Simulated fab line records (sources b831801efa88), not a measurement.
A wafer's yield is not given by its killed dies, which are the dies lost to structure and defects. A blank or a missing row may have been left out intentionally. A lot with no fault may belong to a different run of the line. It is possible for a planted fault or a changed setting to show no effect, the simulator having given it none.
Commonality check across tools | flow gf180mcu | 13 lots, 39 wafers sampled

## WHY THIS WAS OPENED
2 of 13 lots carry a flag on the reading VT_IMPLANT_4_TW at GF_VT_IMPLANT_TW_MEAS_43. Fault-free wafers read 695, with a standard deviation of 3.3.
Rule: a lot is flagged in two cases, either no wafer of it has a number, or all its wafers with numbers fall more than 4 standard deviations from that mean. The other lots count as sound.

lot  | measured     | on            | VT_IMPLANT_4_TW, wafer by wafer | flag
L340 | day 8 10:59  | film-metro-01 | 693 695 691                     |
L342 | day 9 00:43  | film-metro-02 | 692 695 694                     |
L344 | day 9 12:08  | film-metro-02 | 699 696 695                     |
L345 | day 9 19:22  | film-metro-01 | 694 692 693                     |
L346 | day 10 02:27 | film-metro-02 | 695 690 689                     |
L347 | day 10 06:14 | film-metro-04 | 695 697 696                     |
L348 | day 10 12:37 | film-metro-02 | 693 696 689                     |
L349 | day 10 17:56 | film-metro-02 | 691 697 690                     |
L353 | day 11 19:37 | film-metro-01 | 698 695 696                     |
L356 | day 12 15:24 | film-metro-01 | 1112 1103 1103                  | FLAGGED
L357 | day 12 18:14 | film-metro-02 | 1107 1102 1104                  | FLAGGED
L359 | day 13 10:02 | film-metro-04 | 700 699 699                     |
L360 | day 13 16:53 | film-metro-02 | 694 700 697                     |
Averaged over the flagged lots the numbers come to 1105, +410 from the usual (+99 or more standard deviations).

## WHICH TOOL RAN EACH LOT
The record keeps 1 process step preceding the reading, out of 602 steps on the route. Each cell gives the tool, then ch followed by the chambers the sampled wafers passed through, then the start.
lot  | flag    | GF_VT_IMPLANT_IMPLANT_41
L340 |         | implanter-04 ch 0, day 8 10:44
L342 |         | implanter-02 ch 0, day 9 00:28
L344 |         | implanter-03 ch 0, day 9 11:55
L345 |         | implanter-02 ch 0, day 9 19:07
L346 |         | implanter-03 ch 0, day 10 02:14
L347 |         | implanter-03 ch 0, day 10 05:59
L348 |         | implanter-02 ch 0, day 10 12:22
L349 |         | implanter-04 ch 0, day 10 17:39
L353 |         | implanter-02 ch 0, day 11 19:25
L356 | FLAGGED | implanter-03 ch 0, day 12 15:11
L357 | FLAGGED | implanter-03 ch 0, day 12 18:00
L359 |         | implanter-02 ch 0, day 13 09:48
L360 |         | implanter-04 ch 0, day 13 16:39
What is done by these steps:
- GF_VT_IMPLANT_IMPLANT_41
- GF_VT_IMPLANT_TW_MEAS_43

## FLAGGED AGAINST TOTAL, ONE TOOL AT A TIME (gauges that did the reading follow at the end)
step                     | tool          | lots run | flagged | share of the flagged lots | sound lots run after its first flagged lot
GF_VT_IMPLANT_IMPLANT_41 | implanter-02  | 5        | 0       | none                      | -
GF_VT_IMPLANT_IMPLANT_41 | implanter-03  | 5        | 2       | all                       | 0
GF_VT_IMPLANT_IMPLANT_41 | implanter-04  | 3        | 0       | none                      | -
GF_VT_IMPLANT_TW_MEAS_43 | film-metro-01 | 4        | 1       | some                      | 0
GF_VT_IMPLANT_TW_MEAS_43 | film-metro-02 | 7        | 1       | some                      | 1 (L360)
GF_VT_IMPLANT_TW_MEAS_43 | film-metro-04 | 2        | 0       | none                      | -

## WHAT THE TABLE PERMITS
Rows of the table that ran each flagged lot: 1, that is implanter-03 at GF_VT_IMPLANT_IMPLANT_41.
- implanter-03 at GF_VT_IMPLANT_IMPLANT_41: 2 of its 5 lots flagged. Last sound lot L347 at day 10 05:59, first flagged lot L356 at day 12 15:11; a fault beginning in between fits. Its own readings lie more than 4 standard deviations out on every wafer of the flagged lots: dose-ions-cm2, faraday-current-uA.
Left over: one tool, implanter-03 at GF_VT_IMPLANT_IMPLANT_41.

## WHAT THE SIMULATOR HAD PUT IN
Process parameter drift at GF_VT_IMPLANT_IMPLANT_41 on implanter-03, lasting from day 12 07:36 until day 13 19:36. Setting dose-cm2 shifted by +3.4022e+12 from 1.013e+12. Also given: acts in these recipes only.
Struck lots among those shown: L356, L357. The rule above found the same.
